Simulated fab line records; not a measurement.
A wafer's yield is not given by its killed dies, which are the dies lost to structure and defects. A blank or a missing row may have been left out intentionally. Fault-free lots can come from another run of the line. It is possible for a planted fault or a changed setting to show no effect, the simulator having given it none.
Which tool did it?	flow sfq line	14 lots, 42 wafers sampled, at 6 steps of a route of 325

== WHAT THE GAUGES SHOWED, per wafer ==
SFQ_I2_OVL_MEAS_918.
lot	measured	on	I2_OVL (nm)
L159	day 31 13:41	overlay-01	8 5 6
L161	day 32 00:28	overlay-01	0 -3 3
L162	day 32 06:29	overlay-01	10 -2 6
L165	day 32 16:05	overlay-01	4 6 5
L166	day 32 22:58	overlay-01	4 7 8
L167	day 34 08:34	overlay-01	3 4 5
L168	day 36 00:10	overlay-01	-8 -5 -9
L169	day 36 05:57	overlay-01	-2 -3 -1
L170	day 37 06:13	overlay-01	-14 -6 -2
L177	day 46 06:53	overlay-01	5 6 -1
L178	day 46 10:29	overlay-01	-6 -9 -2
L179	day 46 16:29	overlay-01	2 -1 -1
L181	day 47 03:25	overlay-01	10 2 11
L182	day 47 07:01	overlay-01	1 1 -6

SFQ_I5_OVL_MEAS_936.
lot	measured	on	I5_OVL (nm)
L159	day 62 01:06	overlay-02	0 -2 -5
L161	day 62 09:29	overlay-02	-4 4 1
L162	day 62 20:17	overlay-02	-2 1 4
L165	day 63 16:56	overlay-01	6 4 4
L166	day 64 05:06	overlay-02	5 0 -2
L167	day 64 21:48	overlay-02	6 10 4
L168	day 65 09:47	overlay-01	- - -
L169	day 65 13:23	overlay-01	- - -
L170	day 65 22:59	overlay-02	-9 -4 -7
L177	day 68 19:44	overlay-02	-2 0 -1
L178	day 68 23:20	overlay-01	-2 0 4
L179	day 69 06:32	overlay-01	-2 -4 -7
L181	day 70 04:08	overlay-02	-3 -6 -8
L182	day 70 07:44	overlay-02	1 3 1

== TOOL THAT RAN EACH LOT (tool first, then ch and the chambers of the sampled wafers, then the start) ==
lot	SFQ_TRILAYER_I3_DEP_PECVD_081	SFQ_TRILAYER_I3_VIA_ETCH_VIA_ETCH_088	SFQ_TRILAYER_M4_LITHO_EXPOSE_094	SFQ_TRILAYER_JJ_CE_STRIP_STRIP_120
L159	pecvd-04 ch 0,2, day 38 02:10	rie diel-04 ch 0,2,3, day 44 10:05	krf scanner-02 ch 0, day 44 15:06	rie metal-03 ch 0,1, day 50 19:00
L161	pecvd-01 ch 0,2, day 38 15:22	rie diel-04 ch 1,2,3, day 45 02:53	krf scanner-01 ch 0, day 50 10:34	rie metal-04 ch 0,1, day 51 06:45
L162	pecvd-02 ch 0,1, day 38 22:34	rie diel-01 ch 0,3, day 45 09:22	krf scanner-02 ch 0, day 50 21:25	rie metal-04 ch 0,1, day 51 13:27
L165	pecvd-04 ch 0,2, day 39 06:58	rie diel-02 ch 0,1, day 45 18:58	krf scanner-02 ch 0, day 51 08:13	rie metal-02 ch 0,1, day 52 05:44
L166	pecvd-01 ch 1,2, day 39 13:02	rie diel-01 ch 0,1,3, day 46 03:22	krf scanner-01 ch 0, day 51 17:08	rie metal-04 ch 0, day 52 18:11
L167	pecvd-02 ch 0,1, day 40 20:19	rie diel-01 ch 0,2,3, day 47 10:41	krf scanner-02 ch 0, day 52 23:43	rie metal-02 ch 0,1, day 53 17:43
L168	pecvd-02 ch 0,1, day 42 06:58	rie diel-04 ch 0,2,3, day 48 08:17	krf scanner-01, day 54 02:02	rie metal-02 ch 0,1, day 54 20:22
L169	pecvd-04 ch 0,2, day 42 10:32	rie diel-02 ch 0,1,2, day 48 13:05	krf scanner-01, day 54 04:14	rie metal-02 ch 0,1, day 54 21:34
L170	pecvd-04 ch 1,2, day 43 06:34	rie diel-01 ch 0,2, day 49 03:29	krf scanner-02 ch 0, day 54 20:08	rie metal-03 ch 0,1, day 55 11:44
L177	pecvd-04 ch 1,2, day 46 11:24	rie diel-01 ch 2,3, day 52 03:43	krf scanner-01 ch 0, day 57 11:52	rie metal-02 ch 0, day 58 06:13
L178	pecvd-02 ch 1,2, day 46 15:00	rie diel-02 ch 0,2, day 52 06:05	krf scanner-01 ch 0, day 57 14:04	rie metal-03 ch 0, day 58 08:37
L179	pecvd-04 ch 0,1,2, day 46 21:01	rie diel-01 ch 1,2, day 52 07:17	krf scanner-01 ch 0, day 57 16:28	rie metal-03 ch 0,1, day 58 12:23
L181	pecvd-01 ch 0,1,2, day 52 16:38	rie diel-01 ch 0,2,3, day 53 06:05	krf scanner-02 ch 0, day 58 17:00	rie metal-02 ch 0,1, day 64 16:26
L182	pecvd-02 ch 0,1,2, day 52 20:14	rie diel-04 ch 0,1,2, day 53 07:49	krf scanner-02 ch 0, day 58 18:12	rie metal-02 ch 1, day 64 17:35
- SFQ_TRILAYER_I3_DEP_PECVD_081: deposits SiO2 from SiH4/N2O, time 111.11 s, target thk 500 nm.
- SFQ_TRILAYER_I3_VIA_ETCH_VIA_ETCH_088: etches SiO2 in CHF3, stops on Nb, target depth 260 nm.
- SFQ_TRILAYER_M4_LITHO_EXPOSE_094: exposes mask M4, target cd 500 nm.
- SFQ_TRILAYER_JJ_CE_STRIP_STRIP_120: strips in O2.

== AS READ BY THE TOOLS THEMSELVES (means over the sampled wafers that have a number; for cases with no such wafer, the mark the record gives instead) ==
SFQ_TRILAYER_I3_DEP_PECVD_081.
lot	tool	chamber pressure Torr (Torr)	heater power outer w (W)	heater power w (W)	throttle valve pct (%)
L159	pecvd-04	2.394	28	77	25.2
L161	pecvd-01	2.402	33	95	24.2
L162	pecvd-02	2.405	10	57	23.7
L165	pecvd-04	2.403	25	71	25.0
L166	pecvd-01	2.401	23	68	25.5
L167	pecvd-02	2.399	11	58	23.9
L168	pecvd-02	-	-	-	-
L169	pecvd-04	-	-	-	-
L170	pecvd-04	2.402	32	86	25.2
L177	pecvd-04	2.393	32	85	25.2
L178	pecvd-02	2.404	21	68	24.4
L179	pecvd-04	2.401	25	74	25.1
L181	pecvd-01	2.401	33	88	25.7
L182	pecvd-02	2.400	19	68	24.8

SFQ_TRILAYER_I3_VIA_ETCH_VIA_ETCH_088.
lot	tool	drypump motor current A (A)	oes product au (a.u.)
L159	rie diel-04	5.2	0.854
L161	rie diel-04	5.6	0.859
L162	rie diel-01	5.6	0.857
L165	rie diel-02	5.7	0.855
L166	rie diel-01	5.7	0.854
L167	rie diel-01	5.9	0.858
L168	rie diel-04	5.2	0.375
L169	rie diel-02	5.8	0.373
L170	rie diel-01	6.0	0.857
L177	rie diel-01	6.0	0.862
L178	rie diel-02	5.4	0.857
L179	rie diel-01	6.1	0.859
L181	rie diel-01	5.9	0.858
L182	rie diel-04	5.3	0.856

SFQ_TRILAYER_M4_LITHO_EXPOSE_094.
lot	tool	exposure dose mJ cm2	focus offset nm (nm)
L159	krf scanner-02	14.408	0.0
L161	krf scanner-01	14.395	-0.5
L162	krf scanner-02	14.393	-0.2
L165	krf scanner-02	14.395	-0.0
L166	krf scanner-01	14.419	0.1
L167	krf scanner-02	14.405	0.2
L168	krf scanner-01	-	-
L169	krf scanner-01	-	-
L170	krf scanner-02	14.393	-0.4
L177	krf scanner-01	14.394	0.2
L178	krf scanner-01	14.399	-0.5
L179	krf scanner-01	14.408	0.2
L181	krf scanner-02	14.402	-0.7
L182	krf scanner-02	14.405	0.3

SFQ_TRILAYER_JJ_CE_STRIP_STRIP_120.
lot	tool	drypump motor current A (A)	oes product au (a.u.)
L159	rie metal-03	6.0	1.000
L161	rie metal-04	5.4	1.000
L162	rie metal-04	5.6	0.999
L165	rie metal-02	5.7	0.997
L166	rie metal-04	5.1	0.990
L167	rie metal-02	6.0	0.993
L168	rie metal-02	5.7	0.997
L169	rie metal-02	6.0	0.997
L170	rie metal-03	6.0	1.005
L177	rie metal-02	6.3	0.991
L178	rie metal-03	6.1	1.015
L179	rie metal-03	6.0	1.014
L181	rie metal-02	6.0	0.999
L182	rie metal-02	5.4	1.002

== THE ANSWER, worked out from the rows above alone ==
Rule: the usual values come from the lots themselves. Put in order of their means at a reading, lots are off if they are a third of the lots or fewer, leave a main group of 4 or more, and stand apart from it by a gap of 3 or more times the standard deviation of the main group's means; of several such gaps the widest counts. The tables above print the reading to a certain number of digits; a main group whose means all agree to those digits is not used. Also off: a lot with no number at a reading for which 4 or more lots have one. Any other lot the step has rows for is counted as sound. Order of review: gauges by route order, followed by the tools' own readings, for which a lot's mean as printed above is used. At the first step where some lot is off, the reading lying furthest off is the one used; lots without a number count as furthest.
Off: at SFQ_I5_OVL_MEAS_936 (I5_OVL), L168, L169. Without a number there: L168, L169. Mean -0 nm and standard deviation 3.8 in the main group.
If a tool, at a process step before that reading, ran all the lots that are off and no sound lot after the first of them, it fits. Not tried: the gauges at SFQ_I5_OVL_MEAS_936; whatever is off there is also off at SFQ_TRILAYER_I3_DEP_PECVD_081, on other tools, and gauge error can't account for it. None of those tried fits.

== WHAT THE SIMULATOR HAD PUT IN ==
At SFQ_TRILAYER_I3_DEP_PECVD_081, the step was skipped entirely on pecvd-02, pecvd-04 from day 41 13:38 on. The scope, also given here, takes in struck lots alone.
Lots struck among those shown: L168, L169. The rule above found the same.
